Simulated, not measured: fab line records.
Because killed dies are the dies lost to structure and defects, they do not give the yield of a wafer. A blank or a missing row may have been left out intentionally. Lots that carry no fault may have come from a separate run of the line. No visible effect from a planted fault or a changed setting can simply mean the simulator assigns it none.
Chamber matching + flow gf180mcu + GF_CONTACT_CMP_04 on cmp-01: 4 sister chambers
The step polishes SiO2. 7 wafers are shown with their chamber, then 7 later ones without.

== WAFERS WITH THEIR CHAMBER ==
| wafer  | chamber | motor-current-A (A) | time-to-endpoint-s (s) |
|--------|---------|---------------------|------------------------|
| L834.4 | 3       | 12.4                | 123                    |
| L842.2 | 1       | 9.9                 | 111                    |
| L843.1 | 3       | 12.9                | 113                    |
| L843.3 | 2       | 11.3                | 118                    |
| L843.6 | 2       | 10.4                | 120                    |
| L846.1 | 0       | 12.9                | 104                    |
| L846.5 | 0       | 12.9                | 110                    |

== WAFERS WHOSE CHAMBER IS MISSING ==
| wafer  | motor-current-A (A) | time-to-endpoint-s (s) |
|--------|---------------------|------------------------|
| L846.6 | 10.0                | 113                    |
| L849.1 | 13.0                | 112                    |
| L849.3 | 12.9                | 120                    |
| L849.4 | 11.4                | 121                    |
| L853.1 | 10.6                | 117                    |
| L853.2 | 10.9                | 119                    |
| L853.5 | 12.8                | 132                    |

== CHAMBER TAKEN BY EACH ==
| wafer  | from the rows above     | in truth |
|--------|-------------------------|----------|
| L846.6 | can't be placed: 1 or 2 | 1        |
| L849.1 | can't be placed: 0 or 3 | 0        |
| L849.3 | can't be placed: 3 or 0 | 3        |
| L849.4 | can't be placed: 2 or 3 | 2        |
| L853.1 | can't be placed: 2 or 1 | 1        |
| L853.2 | 2                       | 2        |
| L853.5 | 3                       | 3        |
Correct placement for 2 of the 7. From these rows, 5 cannot be placed; in 5 the true chamber is one of the candidates. 0 placed wrongly.
How it was worked out, from the rows above alone: a wafer's distance from a chamber is the root of the sum, over the readings, of the square of ((its reading less the chamber's mean) divided by the reading's scatter). The wafer belongs to the nearest chamber; if the next one is less than 2 further off, it can't be placed. For every chamber, the mean is computed from those of its wafers that are shown. The scatter is the square root of a quotient: the sum, over the shown wafers, of each reading's squared deviation from its chamber's mean, divided by wafers minus chambers.
